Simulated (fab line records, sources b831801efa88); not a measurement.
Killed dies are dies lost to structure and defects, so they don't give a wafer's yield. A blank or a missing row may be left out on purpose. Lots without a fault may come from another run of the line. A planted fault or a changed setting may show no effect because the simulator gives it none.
Chamber matching | flow sky130 | SKY_CONTACT_ETCH_17 on rie_diel-01: 4 sister chambers
The step etches SiO2 in C4F8/O2/Ar, stops on Si3N4, target depth 340 nm. 20 wafers are shown with their chamber, then 10 later ones without.

WAFERS WITH THEIR CHAMBER
wafer  | chamber | oes_product_au (a.u.)
L079.1 | 1       | 0.885
L079.2 | 3       | 0.882
L079.5 | 1       | 0.899
L080.2 | 1       | 0.892
L080.3 | 0       | 0.894
L080.6 | 3       | 0.896
L081.2 | 0       | 0.894
L081.5 | 0       | 0.881
L081.6 | 3       | 0.903
L083.1 | 2       | 0.892
L083.5 | 3       | 0.881
L083.6 | 2       | 0.889
L084.2 | 3       | 0.888
L084.3 | 0       | 0.885
L084.4 | 2       | 0.891
L086.2 | 1       | 0.892
L086.3 | 2       | 0.892
L086.6 | 0       | 0.888
L090.1 | 0       | 0.890
L090.2 | 3       | 0.905

SIGNATURES (means of the wafers above)
reading        | chamber 0 | chamber 1 | chamber 2 | chamber 3 | scatter within a chamber
oes_product_au | 0.88867   | 0.89200   | 0.89100   | 0.89250   | 0.00697
Rule: a wafer's distance from a chamber is the root of the sum, over the readings, of the square of ((its reading less the chamber's mean) divided by the reading's scatter). The wafer belongs to the nearest chamber; if the next one is less than 2 further off, it can't be placed. The scatter: the root of (the sum of the squares of (reading less its chamber's mean) over the shown wafers, divided by (wafers less chambers)).

WAFERS WITHOUT THEIR CHAMBER
wafer  | oes_product_au (a.u.)
L090.6 | 0.889
L091.2 | 0.894
L091.4 | 0.896
L091.5 | 0.888
L092.1 | 0.891
L092.2 | 0.887
L092.4 | 0.897
L096.1 | 0.885
L096.3 | 0.895
L096.5 | 0.898

WHICH CHAMBER EACH WENT THROUGH
wafer  | from the rows above               | in truth
L090.6 | can't be placed: 0 or 2 or 1 or 3 | 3
L091.2 | can't be placed: 3 or 1 or 2 or 0 | 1
L091.4 | can't be placed: 3 or 1 or 2 or 0 | 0
L091.5 | can't be placed: 0 or 2 or 1 or 3 | 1
L092.1 | can't be placed: 2 or 1 or 3 or 0 | 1
L092.2 | can't be placed: 0 or 2 or 1 or 3 | 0
L092.4 | can't be placed: 3 or 1 or 2 or 0 | 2
L096.1 | can't be placed: 0 or 2 or 1 or 3 | 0
L096.3 | can't be placed: 3 or 1 or 2 or 0 | 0
L096.5 | can't be placed: 3 or 1 or 2 or 0 | 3
Placed correctly: 0 of 10. Can't be placed from these rows: 10 (the true chamber is among the candidates in 10). Placed wrongly: 0.
